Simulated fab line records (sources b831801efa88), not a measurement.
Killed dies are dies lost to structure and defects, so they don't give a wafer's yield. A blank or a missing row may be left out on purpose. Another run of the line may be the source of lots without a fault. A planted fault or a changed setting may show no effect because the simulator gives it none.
Which tool was responsible? || flow sky130 || 24 lots, 72 wafers sampled, at 3 steps of a route of 708

== WHAT EACH GAUGE READ, for each wafer ==
SKY_METAL1_OVL_MEAS_16. Usual: METAL1_OVL typically reads -1 nm, with standard deviation 4.2.
{"lot": "L074", "measured": "day 33 01:02", "on": "overlay-02", "METAL1_OVL (nm)": "-2 1 -5", "flag": ""}
{"lot": "L076", "measured": "day 33 08:04", "on": "overlay-02", "METAL1_OVL (nm)": "3 5 6", "flag": ""}
{"lot": "L075", "measured": "day 33 09:14", "on": "overlay-02", "METAL1_OVL (nm)": "3 -1 0", "flag": ""}
{"lot": "L077", "measured": "day 33 14:16", "on": "overlay-02", "METAL1_OVL (nm)": "7 3 0", "flag": ""}
{"lot": "L078", "measured": "day 34 08:46", "on": "overlay-01", "METAL1_OVL (nm)": "-5 -1 0", "flag": ""}
{"lot": "L079", "measured": "day 34 09:31", "on": "overlay-01", "METAL1_OVL (nm)": "3 0 9", "flag": ""}
{"lot": "L080", "measured": "day 34 14:13", "on": "overlay-01", "METAL1_OVL (nm)": "-2 -1 5", "flag": ""}
{"lot": "L081", "measured": "day 34 17:17", "on": "overlay-01", "METAL1_OVL (nm)": "-3 -6 -1", "flag": ""}
{"lot": "L082", "measured": "day 35 11:46", "on": "overlay-01", "METAL1_OVL (nm)": "-6 0 -2", "flag": ""}
{"lot": "L083", "measured": "day 35 17:49", "on": "overlay-01", "METAL1_OVL (nm)": "-3 -5 -4", "flag": ""}
{"lot": "L084", "measured": "day 35 21:59", "on": "overlay-01", "METAL1_OVL (nm)": "-4 -1 1", "flag": ""}
{"lot": "L085", "measured": "day 36 06:24", "on": "overlay-02", "METAL1_OVL (nm)": "1 -2 1", "flag": ""}
{"lot": "L086", "measured": "day 36 18:20", "on": "overlay-02", "METAL1_OVL (nm)": "4 2 1", "flag": ""}
{"lot": "L087", "measured": "day 36 22:41", "on": "overlay-02", "METAL1_OVL (nm)": "-3 -4 -6", "flag": ""}
{"lot": "L088", "measured": "day 37 08:20", "on": "overlay-02", "METAL1_OVL (nm)": "-1 1 -2", "flag": ""}
{"lot": "L089", "measured": "day 38 06:13", "on": "overlay-01", "METAL1_OVL (nm)": "0 -5 5", "flag": ""}
{"lot": "L090", "measured": "day 38 10:10", "on": "overlay-02", "METAL1_OVL (nm)": "-5 1 1", "flag": ""}
{"lot": "L092", "measured": "day 38 16:10", "on": "overlay-02", "METAL1_OVL (nm)": "-12 -11 -3", "flag": ""}
{"lot": "L091", "measured": "day 39 08:14", "on": "overlay-01", "METAL1_OVL (nm)": "2 5 2", "flag": ""}
{"lot": "L094", "measured": "day 39 08:40", "on": "overlay-02", "METAL1_OVL (nm)": "-2 -2 -4", "flag": ""}
{"lot": "L093", "measured": "day 39 09:55", "on": "overlay-01", "METAL1_OVL (nm)": "-6 -4 -1", "flag": ""}
{"lot": "L096", "measured": "day 39 14:22", "on": "overlay-01", "METAL1_OVL (nm)": "-9 -6 -4", "flag": ""}
{"lot": "L095", "measured": "day 39 15:49", "on": "overlay-02", "METAL1_OVL (nm)": "2 0 1", "flag": ""}
{"lot": "L097", "measured": "day 39 20:07", "on": "overlay-01", "METAL1_OVL (nm)": "0 -1 -1", "flag": ""}

== TOOL THAT RAN EACH LOT (tool first, then ch and the chambers of the sampled wafers, then the start) ==
{"lot": "L074", "SKY_LI_CONTACT_CMP_02": "cmp-01 ch 1,2, day 27 23:21", "SKY_CONTACT_SPUTTER_23": "pvd-sputter-04, day 31 21:40"}
{"lot": "L076", "SKY_LI_CONTACT_CMP_02": "cmp-01 ch 0,2,3, day 28 12:40", "SKY_CONTACT_SPUTTER_23": "pvd-sputter-04, day 32 04:20"}
{"lot": "L075", "SKY_LI_CONTACT_CMP_02": "cmp-02 ch 0,2,3, day 28 12:52", "SKY_CONTACT_SPUTTER_23": "pvd-sputter-02, day 32 05:07"}
{"lot": "L077", "SKY_LI_CONTACT_CMP_02": "cmp-01 ch 0,1,2, day 29 00:04", "SKY_CONTACT_SPUTTER_23": "pvd-sputter-03, day 32 10:59"}
{"lot": "L078", "SKY_LI_CONTACT_CMP_02": "cmp-02 ch 0,1, day 29 12:50", "SKY_CONTACT_SPUTTER_23": "pvd-sputter-02, day 33 04:59"}
{"lot": "L079", "SKY_LI_CONTACT_CMP_02": "cmp-01 ch 0,1,2, day 29 16:26", "SKY_CONTACT_SPUTTER_23": "pvd-sputter-04, day 33 06:20"}
{"lot": "L080", "SKY_LI_CONTACT_CMP_02": "cmp-02 ch 2,3, day 29 19:19", "SKY_CONTACT_SPUTTER_23": "pvd-sputter-04, day 33 10:35"}
{"lot": "L081", "SKY_LI_CONTACT_CMP_02": "cmp-01 ch 0,3, day 30 03:43", "SKY_CONTACT_SPUTTER_23": "pvd-sputter-02, day 33 14:09"}
{"lot": "L082", "SKY_LI_CONTACT_CMP_02": "cmp-02 ch 0,1,2, day 30 19:19", "SKY_CONTACT_SPUTTER_23": "pvd-sputter-03, day 34 07:34"}
{"lot": "L083", "SKY_LI_CONTACT_CMP_02": "cmp-02 ch 0,2, day 31 01:02", "SKY_CONTACT_SPUTTER_23": "pvd-sputter-02, day 34 13:43"}
{"lot": "L084", "SKY_LI_CONTACT_CMP_02": "cmp-01 ch 0,1,3, day 31 07:58", "SKY_CONTACT_SPUTTER_23": "pvd-sputter-02, day 34 18:41"}
{"lot": "L085", "SKY_LI_CONTACT_CMP_02": "cmp-01 ch 0,1, day 31 15:29", "SKY_CONTACT_SPUTTER_23": "pvd-sputter-04, day 35 03:15"}
{"lot": "L086", "SKY_LI_CONTACT_CMP_02": "cmp-01 ch 0,1,3, day 32 02:44", "SKY_CONTACT_SPUTTER_23": "pvd-sputter-04, day 35 14:36"}
{"lot": "L087", "SKY_LI_CONTACT_CMP_02": "cmp-01 ch 0,1, day 32 07:44", "SKY_CONTACT_SPUTTER_23": "pvd-sputter-04, day 35 20:01"}
{"lot": "L088", "SKY_LI_CONTACT_CMP_02": "cmp-01 ch 0,1,2, day 32 19:07", "SKY_CONTACT_SPUTTER_23": "pvd-sputter-03, day 36 06:04"}
{"lot": "L089", "SKY_LI_CONTACT_CMP_02": "cmp-02 ch 1,3, day 33 16:55", "SKY_CONTACT_SPUTTER_23": "pvd-sputter-02, day 37 04:01"}
{"lot": "L090", "SKY_LI_CONTACT_CMP_02": "cmp-02 ch 0,1,3, day 33 20:59", "SKY_CONTACT_SPUTTER_23": "pvd-sputter-02, day 37 07:44"}
{"lot": "L092", "SKY_LI_CONTACT_CMP_02": "cmp-01 ch 0,1,2, day 34 02:26", "SKY_CONTACT_SPUTTER_23": "pvd-sputter-02, day 37 14:01"}
{"lot": "L091", "SKY_LI_CONTACT_CMP_02": "cmp-02 ch 0,1,2, day 34 20:05", "SKY_CONTACT_SPUTTER_23": "pvd-sputter-02, day 38 06:00"}
{"lot": "L094", "SKY_LI_CONTACT_CMP_02": "cmp-02 ch 2,3, day 34 20:20", "SKY_CONTACT_SPUTTER_23": "pvd-sputter-03, day 38 06:46"}
{"lot": "L093", "SKY_LI_CONTACT_CMP_02": "cmp-01 ch 0,2,3, day 34 20:42", "SKY_CONTACT_SPUTTER_23": "pvd-sputter-04, day 38 07:09"}
{"lot": "L096", "SKY_LI_CONTACT_CMP_02": "cmp-01 ch 0,2,3, day 35 02:37", "SKY_CONTACT_SPUTTER_23": "pvd-sputter-04, day 38 12:46"}
{"lot": "L095", "SKY_LI_CONTACT_CMP_02": "cmp-02 ch 1,2,3, day 35 03:06", "SKY_CONTACT_SPUTTER_23": "pvd-sputter-03, day 38 13:16"}
{"lot": "L097", "SKY_LI_CONTACT_CMP_02": "cmp-01 ch 0,1,3, day 35 10:20", "SKY_CONTACT_SPUTTER_23": "pvd-sputter-04, day 38 18:31"}
- SKY_LI_CONTACT_CMP_02: polishes PSG.
- SKY_CONTACT_SPUTTER_23: material TiN, target thk 20 nm, time 80 s.

== AS READ BY THE TOOLS THEMSELVES (means over the sampled wafers that have a number; for cases with no such wafer, the mark the record gives instead) ==
SKY_LI_CONTACT_CMP_02. Usual: motor-current-A 12.4 A, standard deviation 1.5; time-to-endpoint-s 30.2 s, standard deviation 2.
{"lot": "L074", "tool": "cmp-01", "motor-current-A (A)": 12.8, "time-to-endpoint-s (s)": 31.6, "flag": ""}
{"lot": "L076", "tool": "cmp-01", "motor-current-A (A)": 13.4, "time-to-endpoint-s (s)": 31.1, "flag": ""}
{"lot": "L075", "tool": "cmp-02", "motor-current-A (A)": 11.2, "time-to-endpoint-s (s)": 33.8, "flag": ""}
{"lot": "L077", "tool": "cmp-01", "motor-current-A (A)": 12.6, "time-to-endpoint-s (s)": 31.2, "flag": ""}
{"lot": "L078", "tool": "cmp-02", "motor-current-A (A)": 12.4, "time-to-endpoint-s (s)": 29.1, "flag": ""}
{"lot": "L079", "tool": "cmp-01", "motor-current-A (A)": 13.1, "time-to-endpoint-s (s)": 31.3, "flag": ""}
{"lot": "L080", "tool": "cmp-02", "motor-current-A (A)": 10.5, "time-to-endpoint-s (s)": 30.1, "flag": ""}
{"lot": "L081", "tool": "cmp-01", "motor-current-A (A)": 13.9, "time-to-endpoint-s (s)": 31.3, "flag": ""}
{"lot": "L082", "tool": "cmp-02", "motor-current-A (A)": 11.5, "time-to-endpoint-s (s)": 30.4, "flag": ""}
{"lot": "L083", "tool": "cmp-02", "motor-current-A (A)": 12.4, "time-to-endpoint-s (s)": 29.2, "flag": ""}
{"lot": "L084", "tool": "cmp-01", "motor-current-A (A)": 13.1, "time-to-endpoint-s (s)": 27.9, "flag": ""}
{"lot": "L085", "tool": "cmp-01", "motor-current-A (A)": 13.3, "time-to-endpoint-s (s)": 29.1, "flag": ""}
{"lot": "L086", "tool": "cmp-01", "motor-current-A (A)": 13.5, "time-to-endpoint-s (s)": 31.6, "flag": ""}
{"lot": "L087", "tool": "cmp-01", "motor-current-A (A)": 13.2, "time-to-endpoint-s (s)": 30.8, "flag": ""}
{"lot": "L088", "tool": "cmp-01", "motor-current-A (A)": 13.0, "time-to-endpoint-s (s)": 27.6, "flag": ""}
{"lot": "L089", "tool": "cmp-02", "motor-current-A (A)": 10.7, "time-to-endpoint-s (s)": 31.7, "flag": ""}
{"lot": "L090", "tool": "cmp-02", "motor-current-A (A)": 11.6, "time-to-endpoint-s (s)": 29.6, "flag": ""}
{"lot": "L092", "tool": "cmp-01", "motor-current-A (A)": 12.8, "time-to-endpoint-s (s)": 30.3, "flag": ""}
{"lot": "L091", "tool": "cmp-02", "motor-current-A (A)": 11.5, "time-to-endpoint-s (s)": 30.8, "flag": ""}
{"lot": "L094", "tool": "cmp-02", "motor-current-A (A)": 10.2, "time-to-endpoint-s (s)": 31.1, "flag": ""}
{"lot": "L093", "tool": "cmp-01", "motor-current-A (A)": 13.5, "time-to-endpoint-s (s)": 27.8, "flag": ""}
{"lot": "L096", "tool": "cmp-01", "motor-current-A (A)": 13.3, "time-to-endpoint-s (s)": 30.0, "flag": ""}
{"lot": "L095", "tool": "cmp-02", "motor-current-A (A)": 10.5, "time-to-endpoint-s (s)": 30.4, "flag": ""}
{"lot": "L097", "tool": "cmp-01", "motor-current-A (A)": 13.1, "time-to-endpoint-s (s)": 30.1, "flag": ""}

SKY_CONTACT_SPUTTER_23. Usual: cathode-dc-power-W 4000.0 W, standard deviation 0.72; throttle-valve-pct 30.5 %, standard deviation 1.3.
{"lot": "L074", "tool": "pvd-sputter-04", "cathode-dc-power-W (W)": 3999.2, "throttle-valve-pct (%)": 30.7, "flag": ""}
{"lot": "L076", "tool": "pvd-sputter-04", "cathode-dc-power-W (W)": 4000.3, "throttle-valve-pct (%)": 31.5, "flag": ""}
{"lot": "L075", "tool": "pvd-sputter-02", "cathode-dc-power-W (W)": 4000.4, "throttle-valve-pct (%)": 30.8, "flag": ""}
{"lot": "L077", "tool": "pvd-sputter-03", "cathode-dc-power-W (W)": 3999.4, "throttle-valve-pct (%)": 30.4, "flag": ""}
{"lot": "L078", "tool": "pvd-sputter-02", "cathode-dc-power-W (W)": 4000.3, "throttle-valve-pct (%)": 30.3, "flag": ""}
{"lot": "L079", "tool": "pvd-sputter-04", "cathode-dc-power-W (W)": 4000.1, "throttle-valve-pct (%)": 31.7, "flag": ""}
{"lot": "L080", "tool": "pvd-sputter-04", "cathode-dc-power-W (W)": 3999.7, "throttle-valve-pct (%)": 29.8, "flag": ""}
{"lot": "L081", "tool": "pvd-sputter-02", "cathode-dc-power-W (W)": 4000.0, "throttle-valve-pct (%)": 30.4, "flag": ""}
{"lot": "L082", "tool": "pvd-sputter-03", "cathode-dc-power-W (W)": 3999.6, "throttle-valve-pct (%)": 29.7, "flag": ""}
{"lot": "L083", "tool": "pvd-sputter-02", "cathode-dc-power-W (W)": 3999.7, "throttle-valve-pct (%)": 30.3, "flag": ""}
{"lot": "L084", "tool": "pvd-sputter-02", "cathode-dc-power-W (W)": 3999.9, "throttle-valve-pct (%)": 29.9, "flag": ""}
{"lot": "L085", "tool": "pvd-sputter-04", "cathode-dc-power-W (W)": 4000.1, "throttle-valve-pct (%)": 30.8, "flag": ""}
{"lot": "L086", "tool": "pvd-sputter-04", "cathode-dc-power-W (W)": 3999.1, "throttle-valve-pct (%)": 31.7, "flag": ""}
{"lot": "L087", "tool": "pvd-sputter-04", "cathode-dc-power-W (W)": 4000.4, "throttle-valve-pct (%)": 30.1, "flag": ""}
{"lot": "L088", "tool": "pvd-sputter-03", "cathode-dc-power-W (W)": 3999.9, "throttle-valve-pct (%)": 31.5, "flag": ""}
{"lot": "L089", "tool": "pvd-sputter-02", "cathode-dc-power-W (W)": 3999.7, "throttle-valve-pct (%)": 30.3, "flag": ""}
{"lot": "L090", "tool": "pvd-sputter-02", "cathode-dc-power-W (W)": 4000.4, "throttle-valve-pct (%)": 30.4, "flag": ""}
{"lot": "L092", "tool": "pvd-sputter-02", "cathode-dc-power-W (W)": 3999.7, "throttle-valve-pct (%)": 30.3, "flag": ""}
{"lot": "L091", "tool": "pvd-sputter-02", "cathode-dc-power-W (W)": 3999.8, "throttle-valve-pct (%)": 30.1, "flag": ""}
{"lot": "L094", "tool": "pvd-sputter-03", "cathode-dc-power-W (W)": 3999.8, "throttle-valve-pct (%)": 30.0, "flag": ""}
{"lot": "L093", "tool": "pvd-sputter-04", "cathode-dc-power-W (W)": 4000.4, "throttle-valve-pct (%)": 31.7, "flag": ""}
{"lot": "L096", "tool": "pvd-sputter-04", "cathode-dc-power-W (W)": 4000.4, "throttle-valve-pct (%)": 31.4, "flag": ""}
{"lot": "L095", "tool": "pvd-sputter-03", "cathode-dc-power-W (W)": 4000.1, "throttle-valve-pct (%)": 30.6, "flag": ""}
{"lot": "L097", "tool": "pvd-sputter-04", "cathode-dc-power-W (W)": 3999.3, "throttle-valve-pct (%)": 30.9, "flag": ""}

== THE ANSWER, worked out from the rows above alone ==
Rule: take the mean of a lot's wafers that have a number; if it is more than 3 standard deviations from the usual mean, the lot is off. Also off: a lot with no number at a reading for which 4 or more lots have one. The other lots that the step has rows for count as sound. After the gauges, taken in route order, come the tools' own readings; for these a lot's mean is taken, as printed above. At the first step where some lot is off, the reading lying furthest off is the one used; lots without a number count as furthest.
None of the lots is off at any reading shown; this tells nothing.

== WHAT HAD BEEN PUT IN BY THE SIMULATOR ==
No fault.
